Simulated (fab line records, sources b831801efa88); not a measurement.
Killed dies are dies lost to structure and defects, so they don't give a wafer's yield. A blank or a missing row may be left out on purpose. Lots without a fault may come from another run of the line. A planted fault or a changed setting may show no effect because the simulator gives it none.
One fault seen from 2 desks | flow sky130 | each desk has only its own numbers; what lay behind them comes last

THE METROLOGY DESK
What the gauges read, lot by lot, whatever tool the lot ran on: means of the sampled wafers that have a number. A lot is out of limits, marked OUT, if its mean lies more than 4 standard deviations from the usual mean; the brackets give that distance.
Columns: A = cd_nm at SKY_CONTACT_CD_MEAS_14, usual 169.8 nm; B = CONTACT_OVL at SKY_CONTACT_OVL_MEAS_15, usual -2 nm
lot  | first seen here | A     | B
L347 | day 32 05:16    | 171.0 | 0
L351 | day 33 15:43    | 171.2 | -4
L364 | day 37 20:17    | 169.1 | 0
L365 | day 37 23:20    | 170.5 | -9
L366 | day 38 05:31    | 169.0 | -6
L368 | day 38 16:55    | 168.2 | -4
This desk's finding: nothing out of limits on any of the 6 lots.

THE TOOL OWNER'S DESK: pvd_sputter-04
The tool's own readings at SKY_CONTACT_SPUTTER_23 (material TiN, target thk 20 nm, time 80 s): means of the sampled wafers that have a number, for each lot that ran on this tool. A lot is out of limits, marked OUT, if its mean lies more than 4 standard deviations from the usual mean; the brackets give that distance.
Columns: A = cathode_dc_power_W at SKY_CONTACT_SPUTTER_23, usual 3999.9 W; B = throttle_valve_pct at SKY_CONTACT_SPUTTER_23, usual 29.7 %
lot  | first seen here | A      | B
L351 | day 33 16:34    | 3999.6 | 29.2
L364 | day 37 21:08    | 3999.8 | 28.9
L366 | day 38 06:23    | 4000.7 | 29.1
This desk's finding: nothing out of limits on any of the 3 lots.

PUT TOGETHER
The metrology desk saw nothing out of limits.
The tool owner's desk saw nothing out of limits.

WHAT THE SIMULATOR HAD PUT IN
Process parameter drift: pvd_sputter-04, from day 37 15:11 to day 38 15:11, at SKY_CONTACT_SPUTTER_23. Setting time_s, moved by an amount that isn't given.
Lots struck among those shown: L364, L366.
